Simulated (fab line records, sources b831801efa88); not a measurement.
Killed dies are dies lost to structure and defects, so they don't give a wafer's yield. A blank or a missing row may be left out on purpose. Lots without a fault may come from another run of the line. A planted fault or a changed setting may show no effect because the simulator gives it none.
Chamber matching | flow gf180mcu | GF_V4_CVD_00 on hdpcvd-02: 3 sister chambers
The step deposits SiO2, target thk 600 nm, time 100 s. 6 wafers are shown with their chamber, then 8 later ones without.

WAFERS WITH THEIR CHAMBER
wafer  | chamber | sih4_flow_sccm (sccm)
L990.1 | 1       | 59.89
L992.4 | 0       | 59.81
L995.1 | 2       | 59.81
L995.4 | 1       | 60.11
L995.6 | 0       | 59.74
L997.1 | 2       | 59.97

WAFERS WITHOUT THEIR CHAMBER
wafer  | sih4_flow_sccm (sccm)
L997.3 | 59.88
L997.5 | 60.03
L998.1 | 59.93
L998.3 | 60.03
L998.5 | 59.79
L109.1 | 59.97
L109.4 | 59.59
L109.5 | 60.00

WHICH CHAMBER EACH WENT THROUGH
wafer  | from the rows above          | in truth
L997.3 | can't be placed: 2 or 0 or 1 | 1
L997.5 | can't be placed: 1 or 2 or 0 | 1
L998.1 | can't be placed: 2 or 1 or 0 | 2
L998.3 | can't be placed: 1 or 2 or 0 | 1
L998.5 | can't be placed: 0 or 2 or 1 | 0
L109.1 | can't be placed: 1 or 2 or 0 | 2
L109.4 | can't be placed: 0 or 2 or 1 | 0
L109.5 | can't be placed: 1 or 2 or 0 | 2
Placed correctly: 0 of 8. Can't be placed from these rows: 8 (the true chamber is among the candidates in 8). Placed wrongly: 0.
How it was worked out, from the rows above alone: a wafer's distance from a chamber is the root of the sum, over the readings, of the square of ((its reading less the chamber's mean) divided by the reading's scatter). The wafer belongs to the nearest chamber; if the next one is less than 2 further off, it can't be placed. A chamber's mean is the mean of its shown wafers. The scatter: the root of (the sum of the squares of (reading less its chamber's mean) over the shown wafers, divided by (wafers less chambers)).
